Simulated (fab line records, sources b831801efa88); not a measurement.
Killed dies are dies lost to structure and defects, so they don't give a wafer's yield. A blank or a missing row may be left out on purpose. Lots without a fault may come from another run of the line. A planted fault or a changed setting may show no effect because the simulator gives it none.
A struck lot beside a sound one | flow sfq_line | 17 steps out of a route of 325
Sound: wafers L641.1, L641.2, L641.6. Struck: wafers L633.1, L633.4, L633.6. The cause comes at the end.
At each step with rows: each side's tool, then ch and its chambers, then its first start. Under that, the readings that differ: sound wafers | struck wafers | difference of the means | sigmas: that difference in standard deviations of wafers without a fault.
alike: readings whose means differ by less than 2 such deviations, and words and numbers that are the same on both sides. not compared: withheld readings, readings that some wafer has no value for, bounds like >300 that may hide the same value, and numbers for which the record gives no deviation and whose values overlap.
The two part at a step that has a row with sigmas, a row that says differs or no value, or rows on one side only. Numbers that don't overlap but have no deviation are shown without sigmas and don't part them. A reading that every wafer of one side lacks parts them only if that side has two wafers or more.

SFQ_M1_OVL_MEAS_911:
  sound on overlay-02, day 27 12:58; struck on overlay-02, day 22 22:03
  alike: M1_OVL
SFQ_TRILAYER_M1_BARC_OPEN_METAL_ETCH_054: etches BARC in O2, target depth 125 nm, time 41.7 s.
  sound on rie_metal-03 ch 0,1, day 27 12:59; struck on rie_metal-01 ch 0,1, day 22 22:05
  alike: drypump_motor_current_A, oes_product_au, rf_fwd_power_W
  not compared: rf_hours_counter_h
SFQ_TRILAYER_M1_ETCH_METAL_ETCH_042: etches Nb in Cl2/Ar, stops on SiO2, target depth 240 nm, time 120 s.
  sound on rie_metal-03 ch 0,1, day 27 13:03; struck on rie_metal-01 ch 0,1, day 22 22:08
  alike: drypump_motor_current_A, oes_product_au, rf_fwd_power_W
  not compared: rf_hours_counter_h
SFQ_TRILAYER_M1_STRIP_STRIP_043: strips in O2.
  sound on rie_metal-03 ch 0,1, day 27 13:11; struck on rie_metal-01 ch 0,1, day 22 22:16
  alike: drypump_motor_current_A, oes_product_au
  not compared: rf_hours_counter_h
then, 3 steps without rows for these wafers: SFQ_TRILAYER_M1_STRIP_SOLV_CLEAN_044 (cleans in NMP, time 600 s); SFQ_TRILAYER_I1_DEP_PECVD_045 (deposits SiO2 from SiH4/N2O, time 111.11 s, target thk 500 nm); SFQ_TRILAYER_I1_CMP_CMP_046 (polishes SiO2).
SFQ_I1_BOW_MEAS_912:
  sound on film_metro-04, day 27 17:02; struck on film_metro-04, day 23 02:07
  alike: I1_BOW
SFQ_TRILAYER_I1_METRO_MEASURE_047:
  sound on film_metro-04, day 27 17:09; struck on film_metro-04, day 23 02:14
  alike: thk_nm
then, 3 steps without rows for these wafers: SFQ_TRILAYER_I1_VIA_LITHO_COAT_054 (resist thk 62 nm); SFQ_TRILAYER_I1_VIA_LITHO_COAT_049 (resist thk 650 nm); SFQ_TRILAYER_I1_VIA_LITHO_SOFTBAKE_053.
-- the record jumps here: 6 days lie between the struck wafers' starts before and after --
SFQ_TRILAYER_I1_VIA_LITHO_EXPOSE_050: exposes mask I1, target cd 500 nm.
  sound on krf_scanner-01 ch 0, day 34 00:23; struck on krf_scanner-02 ch 0, day 29 12:55
  reading                    | sound             | struck   | difference | sigmas
  model.I1.overlay_x_nm (nm) | 3.659 3.659 3.659 | 55 55 55 | +51        |
  alike: mask, exposure_dose_mJ_cm2
then, 2 steps without rows for these wafers: SFQ_TRILAYER_I1_VIA_LITHO_PEB_052 (peb time 60 s); SFQ_TRILAYER_I1_VIA_LITHO_DEVELOP_051 (time 60 s).
SFQ_I1_OVL_MEAS_913:
  sound on overlay-02, day 34 01:53; struck on overlay-01, day 29 14:25
  reading     | sound | struck   | difference | sigmas
  I1_OVL (nm) | 7 8 8 | 58 64 61 | +53        | +10
SFQ_TRILAYER_I1_VIA_BARC_OPEN_VIA_ETCH_071: etches BARC in O2, target depth 125 nm, time 41.7 s.
  sound on rie_diel-04 ch 0,3, day 34 01:55; struck on rie_diel-03 ch 0,1,2, day 29 14:26
  alike: drypump_motor_current_A, oes_product_au, rf_fwd_power_W
  not compared: rf_hours_counter_h

WHERE THEY PART
Only at SFQ_I1_OVL_MEAS_913, within this record. Later steps at which nothing parts them and some readings are alike: SFQ_TRILAYER_I1_VIA_BARC_OPEN_VIA_ETCH_071.

WHY: what the simulator had put in
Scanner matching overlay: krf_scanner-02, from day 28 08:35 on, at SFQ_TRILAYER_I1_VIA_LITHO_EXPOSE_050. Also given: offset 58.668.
